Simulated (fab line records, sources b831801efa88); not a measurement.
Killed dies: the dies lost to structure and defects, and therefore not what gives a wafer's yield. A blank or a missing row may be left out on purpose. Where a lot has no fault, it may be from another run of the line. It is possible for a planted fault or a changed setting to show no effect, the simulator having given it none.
Chamber matching	flow gf180mcu	3 sister chambers for GF_V3_CVD_02 on pecvd-04
The step deposits SiO2 from TEOS, target thk 850 nm, time 94.851 s. 6 wafers are shown with their chamber, then 10 later ones without.

== WAFERS PAIRED WITH THEIR CHAMBERS ==
wafer	chamber	heaterPowerW (W)
L080.5	2	539
L080.6	1	660
L082.3	0	841
L082.4	1	637
L085.4	0	864
L085.5	2	648

== WAFERS WITH NO CHAMBER GIVEN ==
wafer	heaterPowerW (W)
L085.6	658
L090.1	684
L090.2	571
L090.3	845
L090.4	906
L090.5	737
L090.6	589
L091.1	616
L091.5	892
L091.6	656

== WHICH CHAMBER EACH ONE RAN IN ==
wafer	from the rows above	in truth
L085.6	can't be placed: 1 or 2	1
L090.1	can't be placed: 1 or 2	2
L090.2	can't be placed: 2 or 1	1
L090.3	0	0
L090.4	0	0
L090.5	can't be placed: 1 or 0 or 2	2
L090.6	can't be placed: 2 or 1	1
L091.1	can't be placed: 2 or 1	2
L091.5	0	0
L091.6	can't be placed: 1 or 2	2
Correct placement for 3 of the 10. From these rows, 7 cannot be placed; in 7 the true chamber is one of the candidates. Wrongly placed: 0.
How it was worked out, from the rows above alone: a wafer's distance from a chamber is the root of the sum, over the readings, of the square of ((its reading less the chamber's mean) divided by the reading's scatter). If the next closest chamber is less than 2 further off than the closest, the wafer can't be placed; otherwise it belongs to the closest. The mean given for a chamber averages the wafers shown for that chamber. The scatter: take each reading less its chamber's mean, square it, sum over the shown wafers, divide by the number of wafers less the number of chambers, and take the root.
